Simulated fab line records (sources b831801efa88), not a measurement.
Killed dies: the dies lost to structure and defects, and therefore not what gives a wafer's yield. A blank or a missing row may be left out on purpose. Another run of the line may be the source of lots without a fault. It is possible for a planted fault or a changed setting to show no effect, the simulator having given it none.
Which tool did it? -- flow sky130 -- 11 lots, 33 wafers sampled, at 2 steps of a route of 708

## WHAT THE GAUGES SHOWED, per wafer
SKY_LDD_P_CD_MEAS_07: target cd 380 nm.
lot,measured,on,cd-nm (nm)
L360,day 18 15:55,cd-sem-02,378.9 378.0 378.2
L362,day 19 08:36,cd-sem-01,382.6 381.0 380.3
L365,day 20 14:06,cd-sem-01,375.5 375.9 375.6
L367,day 21 14:03,cd-sem-02,381.5 378.8 382.2
L368,day 22 20:07,cd-sem-02,379.3 374.7 377.2
L374,day 24 04:19,cd-sem-02,370.3 366.4 370.3
L376,day 24 19:39,cd-sem-01,371.5 372.5 372.4
L377,day 25 00:49,cd-sem-02,370.9 370.4 370.5
L381,day 26 08:35,cd-sem-01,382.7 381.0 383.3
L382,day 26 17:40,cd-sem-01,379.9 382.1 382.0
L383,day 27 06:56,cd-sem-02,384.8 385.3 384.3

## EACH LOT AND THE TOOL THAT RAN IT (in order: tool; ch and the chambers of the sampled wafers; start)
lot,SKY_LDD_P_COAT_02
L360,"litho-track-03 ch 0, day 18 00:20"
L362,"litho-track-01 ch 0, day 18 18:04"
L365,"litho-track-03 ch 0, day 19 23:16"
L367,"litho-track-02 ch 0, day 20 22:06"
L368,"litho-track-01 ch 0, day 22 04:10"
L374,"litho-track-03 ch 0, day 23 12:44"
L376,"litho-track-03 ch 0, day 24 05:10"
L377,"litho-track-03 ch 0, day 24 09:49"
L381,"litho-track-02 ch 0, day 25 17:47"
L382,"litho-track-02 ch 0, day 26 02:42"
L383,"litho-track-02 ch 0, day 26 16:59"
- SKY_LDD_P_COAT_02: resist thk 1140 nm.

## THE ANSWER, worked out from the rows above alone
Rule: what is usual is taken from the lots themselves. The widest of any qualifying gaps counts: lots, ordered by their means at a reading, are off when they make up no more than a third of the lots, leave a main group of 4 or more, and stand apart from it by 3 or more times the standard deviation of that group's means. Not used: any main group whose means are identical at the precision the tables above print for the reading. A lot without any number at a reading at which 4 lots or more have one is off too. Where the step has rows for the other lots, those lots are counted as sound.
No lot is off on any of the readings shown, so nothing can be concluded from this.

## WHAT THE SIMULATOR HAD PUT IN
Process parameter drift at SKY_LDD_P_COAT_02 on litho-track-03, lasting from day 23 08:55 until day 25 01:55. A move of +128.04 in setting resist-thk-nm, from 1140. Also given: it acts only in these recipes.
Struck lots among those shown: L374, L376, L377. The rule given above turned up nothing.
